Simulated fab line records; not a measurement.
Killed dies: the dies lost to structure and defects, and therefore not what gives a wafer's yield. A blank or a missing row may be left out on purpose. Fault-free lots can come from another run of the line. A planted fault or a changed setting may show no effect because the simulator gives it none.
The tool behind it: which one? + flow sky130 + 11 lots, 33 wafers sampled, at 6 steps of a route of 708

== WHAT THE GAUGES READ, wafer by wafer ==
SKY_METAL1_RS_MEAS_05: a four-point-probe measurement.
| lot  | measured     | on            | METAL1_ALCU_RS (ohm/sq)                   |
|------|--------------|---------------|-------------------------------------------|
| L193 | day 32 14:16 | film metro-02 | 0.1266 0.1240 0.1291                      |
| L197 | day 33 22:25 | film metro-04 | 0.1299 0.1276 0.1259                      |
| L196 | day 33 22:32 | film metro-02 | 0.1289 0.1244 0.1273                      |
| L198 | day 34 06:50 | film metro-02 | 0.1280 0.1282 0.1274                      |
| L199 | day 35 19:10 | film metro-02 | 0.1289 0.1276 0.1272                      |
| L200 | day 35 19:20 | film metro-03 | 0.1296 0.1294 0.1262                      |
| L201 | day 36 01:34 | film metro-03 | 0.1285 0.1284 0.1286                      |
| L205 | day 36 20:00 | film metro-04 | 0.1256 0.1286 0.1275                      |
| L204 | day 36 22:02 | film metro-03 | 0.1270 0.1291 0.1254                      |
| L209 | day 38 01:10 | film metro-03 | 0.1303 0.1265 0.1415 0.1302 0.1267 0.1413 |
| L210 | day 38 03:24 | film metro-02 | 0.1271 0.1419 0.1264 0.1267 0.1419 0.1269 |

SKY_METAL1_THK_MEAS_06: measures by xrf.
| lot  | measured     | on            | METAL1_ALCU_THK (nm)    |
|------|--------------|---------------|-------------------------|
| L193 | day 32 14:23 | film metro-02 | 249 256 245             |
| L197 | day 33 22:32 | film metro-04 | 245 247 252             |
| L196 | day 33 22:39 | film metro-02 | 244 253 248             |
| L198 | day 34 06:58 | film metro-02 | 246 250 248             |
| L199 | day 35 19:17 | film metro-02 | 246 250 250             |
| L200 | day 35 19:26 | film metro-03 | 243 244 249             |
| L201 | day 36 01:41 | film metro-03 | 246 246 244             |
| L205 | day 36 20:07 | film metro-04 | 251 247 248             |
| L204 | day 36 22:10 | film metro-03 | 248 244 252             |
| L209 | day 38 07:06 | film metro-03 | 244 249 223 243 251 223 |
| L210 | day 38 05:35 | film metro-02 | 249 224 249 248 224 251 |

== WHICH TOOL RAN EACH LOT (tool, then ch and the chambers of the sampled wafers, then the start) ==
| lot  | SKY_CONTACT_CVD_00              | SKY_CONTACT_SPUTTER_23       | SKY_METAL1_SPUTTER_00        | SKY_METAL1_SPUTTER_02        |
|------|---------------------------------|------------------------------|------------------------------|------------------------------|
| L193 | pecvd-01 ch 1,2, day 31 08:29   | pvd sputter-03, day 32 13:28 | pvd sputter-01, day 32 14:07 | pvd sputter-01, day 32 14:10 |
| L197 | pecvd-02 ch 0,1,2, day 32 16:47 | pvd sputter-03, day 33 21:37 | pvd sputter-01, day 33 22:16 | pvd sputter-01, day 33 22:19 |
| L196 | pecvd-01 ch 0,2, day 32 17:20   | pvd sputter-04, day 33 21:44 | pvd sputter-03, day 33 22:23 | pvd sputter-03, day 33 22:26 |
| L198 | pecvd-03 ch 0,1,2, day 33 02:36 | pvd sputter-04, day 34 05:49 | pvd sputter-03, day 34 06:42 | pvd sputter-03, day 34 06:45 |
| L199 | pecvd-03 ch 0,2, day 33 15:53   | pvd sputter-03, day 35 18:23 | pvd sputter-01, day 35 19:02 | pvd sputter-01, day 35 19:05 |
| L200 | pecvd-02 ch 0,1, day 33 15:57   | pvd sputter-02, day 35 18:30 | pvd sputter-03, day 35 19:10 | pvd sputter-03, day 35 19:13 |
| L201 | pecvd-01 ch 1,2, day 34 15:00   | pvd sputter-02, day 36 00:37 | pvd sputter-03, day 36 01:25 | pvd sputter-03, day 36 01:28 |
| L205 | pecvd-02 ch 0,2, day 35 20:46   | pvd sputter-04, day 36 19:13 | pvd sputter-01, day 36 19:52 | pvd sputter-01, day 36 19:55 |
| L204 | pecvd-02 ch 0,1, day 35 21:43   | pvd sputter-03, day 36 21:15 | pvd sputter-03, day 36 21:54 | pvd sputter-03, day 36 21:57 |
| L209 | pecvd-03 ch 0,1,2, day 36 21:45 | pvd sputter-03, day 38 00:20 | pvd sputter-01, day 38 00:59 | pvd sputter-01, day 38 01:02 |
| L210 | pecvd-03 ch 0,1, day 37 00:21   | pvd sputter-04, day 38 02:37 | pvd sputter-01, day 38 03:16 | pvd sputter-01, day 38 03:19 |
- SKY_CONTACT_CVD_00: deposits Si3N4, target thk 75 nm.
- SKY_CONTACT_SPUTTER_23: material TiN, target thk 20 nm, time 80 s.
- SKY_METAL1_SPUTTER_00: material Ti, target thk 15 nm, time 10 s.
- SKY_METAL1_SPUTTER_02: material AlCu, target thk 250 nm, time 13.3 s.

== WHAT THE TOOLS THEMSELVES READ (means of the sampled wafers that have a number; where no wafer has one, the mark that the record gives instead) ==
SKY_CONTACT_CVD_00.
| lot  | tool     | heater power w (W) | rf fwd power W (W) |
|------|----------|--------------------|--------------------|
| L193 | pecvd-01 | 718                | 443.3              |
| L197 | pecvd-02 | 650                | 442.5              |
| L196 | pecvd-01 | 774                | 445.6              |
| L198 | pecvd-03 | 688                | 441.1              |
| L199 | pecvd-03 | 726                | 442.5              |
| L200 | pecvd-02 | 639                | 440.1              |
| L201 | pecvd-01 | 737                | 441.9              |
| L205 | pecvd-02 | 629                | 440.4              |
| L204 | pecvd-02 | 673                | 439.1              |
| L209 | pecvd-03 | 664                | 441.3              |
| L210 | pecvd-03 | 631                | 440.9              |

SKY_CONTACT_SPUTTER_23.
| lot  | tool           | throttle valve pct (%) |
|------|----------------|------------------------|
| L193 | pvd sputter-03 | 30.3                   |
| L197 | pvd sputter-03 | 30.3                   |
| L196 | pvd sputter-04 | 30.0                   |
| L198 | pvd sputter-04 | 29.9                   |
| L199 | pvd sputter-03 | 30.5                   |
| L200 | pvd sputter-02 | 30.1                   |
| L201 | pvd sputter-02 | 29.5                   |
| L205 | pvd sputter-04 | 30.0                   |
| L204 | pvd sputter-03 | 30.4                   |
| L209 | pvd sputter-03 | 30.7                   |
| L210 | pvd sputter-04 | 31.1                   |

SKY_METAL1_SPUTTER_00.
| lot  | tool           | throttle valve pct (%) |
|------|----------------|------------------------|
| L193 | pvd sputter-01 | 30.4                   |
| L197 | pvd sputter-01 | 30.3                   |
| L196 | pvd sputter-03 | 30.3                   |
| L198 | pvd sputter-03 | 30.4                   |
| L199 | pvd sputter-01 | 30.7                   |
| L200 | pvd sputter-03 | 30.3                   |
| L201 | pvd sputter-03 | 30.2                   |
| L205 | pvd sputter-01 | 30.1                   |
| L204 | pvd sputter-03 | 30.4                   |
| L209 | pvd sputter-01 | 30.1                   |
| L210 | pvd sputter-01 | 30.8                   |

SKY_METAL1_SPUTTER_02.
| lot  | tool           | throttle valve pct (%) |
|------|----------------|------------------------|
| L193 | pvd sputter-01 | 30.4                   |
| L197 | pvd sputter-01 | 30.3                   |
| L196 | pvd sputter-03 | 30.4                   |
| L198 | pvd sputter-03 | 30.2                   |
| L199 | pvd sputter-01 | 30.5                   |
| L200 | pvd sputter-03 | 30.3                   |
| L201 | pvd sputter-03 | 30.4                   |
| L205 | pvd sputter-01 | 30.0                   |
| L204 | pvd sputter-03 | 30.5                   |
| L209 | pvd sputter-01 | 30.1                   |
| L210 | pvd sputter-01 | 30.8                   |

== THE ANSWER, worked out from the rows above alone ==
Rule: the lots themselves supply what counts as usual. Put in order of their means at a reading, lots are off if they are a third of the lots or fewer, leave a main group of 4 or more, and stand apart from it by a gap of 3 or more times the standard deviation of the main group's means; of several such gaps the widest counts. Not used: any main group whose means are identical at the precision the tables above print for the reading. Also off: a lot with no number at a reading for which 4 or more lots have one. The other lots that the step has rows for count as sound. Order of review: gauges by route order, followed by the tools' own readings, for which a lot's mean as printed above is used. The first step at which some lot is off is used, and at that step the reading that is off furthest; a lot without a number counts as furthest.
Off: L209, L210, at SKY_METAL1_RS_MEAS_05 (METAL1_ALCU_RS). Main group: mean 0.1276 ohm/sq, sd 0.00063.
If a tool, at a process step before that reading, ran all the lots that are off and no sound lot after the first of them, it fits. Those tools and the gauges at SKY_METAL1_RS_MEAS_05 are tried in the same way. 2 tools fit, pecvd-03 at SKY_CONTACT_CVD_00 and pvd sputter-01 at SKY_METAL1_SPUTTER_00 and SKY_METAL1_SPUTTER_02, so this cannot tell which one it is.

== WHAT THE SIMULATOR HAD INSERTED ==
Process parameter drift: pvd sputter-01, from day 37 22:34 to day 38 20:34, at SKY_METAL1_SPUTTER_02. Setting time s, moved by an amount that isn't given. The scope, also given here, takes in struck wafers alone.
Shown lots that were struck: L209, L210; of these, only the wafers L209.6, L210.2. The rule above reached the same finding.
